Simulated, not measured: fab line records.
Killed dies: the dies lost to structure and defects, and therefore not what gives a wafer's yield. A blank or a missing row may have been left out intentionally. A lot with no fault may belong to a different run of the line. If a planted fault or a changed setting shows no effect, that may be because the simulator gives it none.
Problem report in the 8D (eight disciplines) form, filled by code + flow gf180mcu + the parts of the form that need people (team, actions taken, sign-off) are left out

## 1. PROBLEM STATEMENT
temp-c at GF_STI_WET_ETCH_26 reads a mean of 31.48 C on 3 wafers of 1 lot; wafers without a fault read 24.99 C with a standard deviation of 0.11. That puts it +59 standard deviations away from the usual mean.
The step: etches SiO2 in dHF, target depth 94 nm, time 188 s.
First seen on wafer L848.1, day 4 18:46, on wet-bench-02. At this step, 39 wafers from 13 lots have a number in the record. Rule for "out", or "out of limits": more than 4 standard deviations from the usual mean. All remaining wafers that have a number are taken as sound.

## 2. WHAT IT IS AND WHAT IT IS NOT
| question                    | is                         | is not                                                                                                         |
|-----------------------------|----------------------------|----------------------------------------------------------------------------------------------------------------|
| which readings at this step | temp-c, bath-heat-duty-pct | -                                                                                                              |
| which lots                  | L848                       | L836, L838, L839, L841, L849, L850, L852, L853, L854, L857, L858, L859                                         |
| which wafers of those lots  | all that have a number     | -                                                                                                              |
| read on which tools         | wet-bench-02               | wet-bench-03, wet-bench-04                                                                                     |
| when                        | from day 4 18:46           | up to then (12 sound wafers); but 24 sound wafers of L849, L850, L852, L853, L854, L857, L858, L859 came after |

## 3. THE SUSPECTS, EACH WITH WHAT RULES IT OUT
Counting: a tool at any process step up to the reading remains a suspect when it ran all the lots that are out and ran no sound lot after the first of those.
- cmp-02 at GF_STI_CMP_25 (polishes, stops on Si3N4, t overpolish 33 s, target thk 524.6 nm): ruled out as a lasting fault. The sound lots L850, L852 went through it after L848, its earliest lot that is out (day 4 18:28).
- wet-bench-02 at GF_STI_WET_ETCH_26 (etches SiO2 in dHF, target depth 94 nm, time 188 s): ruled out as a lasting fault. The sound lots L850 went through it after L848, its earliest lot that is out (day 4 18:46).
Left after counting: nothing in the record.

## 4. THE CAUSE (what the simulator had put in)
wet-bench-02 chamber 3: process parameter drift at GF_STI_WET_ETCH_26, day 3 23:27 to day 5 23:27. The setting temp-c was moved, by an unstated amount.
Counting ruled it out, wrongly.

## 5. SEQUENCE OF EFFECTS, ordered by route
Each row: a reading whose mean over the struck wafers that have a number lies more than 3 standard deviations from the usual. Only readings whose record carries a usual standard deviation are examined. hours: median over the lots of the time between each lot's start at the first step of this table that gives one and its start at this step. sigmas: the change, counted in usual standard deviations.
| hours | step               | reading            | usual   | on struck wafers | change | sigmas |
|-------|--------------------|--------------------|---------|------------------|--------|--------|
| 0     | GF_STI_WET_ETCH_26 | bath-heat-duty-pct | 6.4 %   | 11.3             | +4.9   | +5.7   |
| 0     | GF_STI_WET_ETCH_26 | temp-c             | 24.99 C | 31.48            | +6.49  | +59    |
Process steps it contains:
- GF_STI_WET_ETCH_26: etches SiO2 in dHF, target depth 94 nm, time 188 s.
Later measuring or inspecting steps at which every struck wafer that the step has a row for has a number for every such reading, and none has moved that far: GF_VT_IMPLANT_TW_MEAS_10.

## 6. WHAT WOULD HAVE CAUGHT IT SOONER
In this record no reading fell out of limits until day 4 18:46, 19 hours after the fault had begun at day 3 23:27.
